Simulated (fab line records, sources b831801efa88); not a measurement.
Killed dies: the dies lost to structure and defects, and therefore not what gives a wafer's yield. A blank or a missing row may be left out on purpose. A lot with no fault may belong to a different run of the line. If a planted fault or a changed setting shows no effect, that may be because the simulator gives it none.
Which tool did it? ; flow sky130 ; route of 708 steps, sampled at 1 step: 6 lots, 18 wafers

== WHAT THE GAUGES SHOWED, per wafer ==
SKY_LI_CONTACT_OVL_MEAS_13.
lot;measured;on;LI_CONTACT_OVL (nm)
L156;day 29 23:16;overlay-02;4 8 7
L162;day 31 12:39;overlay-01;-11 -3 -10
L164;day 32 00:40;overlay-02;-12 -7 -2
L168;day 33 06:57;overlay-01;5 4 -9
L176;day 35 14:12;overlay-01;-4 -4 -6
L178;day 36 13:40;overlay-01;-2 -5 2

== WHAT TOOL EACH LOT RAN ON (gives the tool, then ch and the chambers of the sampled wafers, and finally the start) ==
Record: no process step prior to these readings.

== THE ANSWER, worked out from the rows above alone ==
Rule: the lots themselves supply what counts as usual. Put in order of their means at a reading, lots are off if they are a third of the lots or fewer, leave a main group of 4 or more, and stand apart from it by a gap of 3 or more times the standard deviation of the main group's means; of several such gaps the widest counts. The tables above print the reading to a certain number of digits; a main group whose means all agree to those digits is not used. A lot without any number at a reading at which 4 lots or more have one is off too. All remaining lots with rows at the step are treated as sound.
No lot is off on any of the readings shown, so nothing can be concluded from this.

== WHAT THE SIMULATOR HAD INSERTED ==
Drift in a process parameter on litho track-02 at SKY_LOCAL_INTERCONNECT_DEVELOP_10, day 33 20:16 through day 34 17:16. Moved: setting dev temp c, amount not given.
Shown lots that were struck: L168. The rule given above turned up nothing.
